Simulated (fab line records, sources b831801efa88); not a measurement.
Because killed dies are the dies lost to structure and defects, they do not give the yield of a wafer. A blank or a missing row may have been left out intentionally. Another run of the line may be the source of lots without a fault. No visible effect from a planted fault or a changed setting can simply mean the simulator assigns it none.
Matching of chambers -- flow sky130 -- cmp-02 running SKY_FIELD_ISO_CMP_27: 4 sister chambers
The step polishes, stops on Si3N4, t overpolish 16 s, target thk 457.8 nm. 4 wafers are shown with their chamber, then 10 later ones without.

WAFERS, EACH WITH ITS CHAMBER
wafer,chamber,motor current A (A)
L710.3,3,12.6
L711.6,0,12.6
L712.1,2,14.0
L712.2,1,12.7

WAFERS WITH NO CHAMBER GIVEN
wafer,motor current A (A)
L712.5,13.2
L716.2,12.8
L716.5,12.2
L716.6,12.1
L717.3,14.2
L717.4,13.2
L717.5,12.5
L718.1,12.7
L718.2,11.8
L718.3,11.7

THE CHAMBER EACH PASSED THROUGH
wafer,from the rows above,in truth
L712.5,can't be placed: 1 or 0 or 3 or 2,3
L716.2,can't be placed: 1 or 0 or 3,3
L716.5,can't be placed: 0 or 3 or 1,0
L716.6,can't be placed: 0 or 3 or 1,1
L717.3,2,2
L717.4,can't be placed: 1 or 0 or 3 or 2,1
L717.5,can't be placed: 0 or 3 or 1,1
L718.1,can't be placed: 1 or 0 or 3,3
L718.2,can't be placed: 0 or 3 or 1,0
L718.3,can't be placed: 0 or 3 or 1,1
Placed correctly: 1 of 10. Can't be placed from these rows: 9 (the true chamber is among the candidates in 9). Number placed wrongly: 0.
How it was worked out, from the rows above alone: a wafer's distance from a chamber is the root of the sum, over the readings, of the square of ((its reading less the chamber's mean) divided by the reading's scatter). The wafer belongs to the nearest chamber; if the next one is less than 2 further off, it can't be placed. A chamber's mean is the mean of its shown wafers. The scatter: with one shown wafer a chamber, the root of the mean of the squares of how far each hidden wafer lies from its nearest shown one.
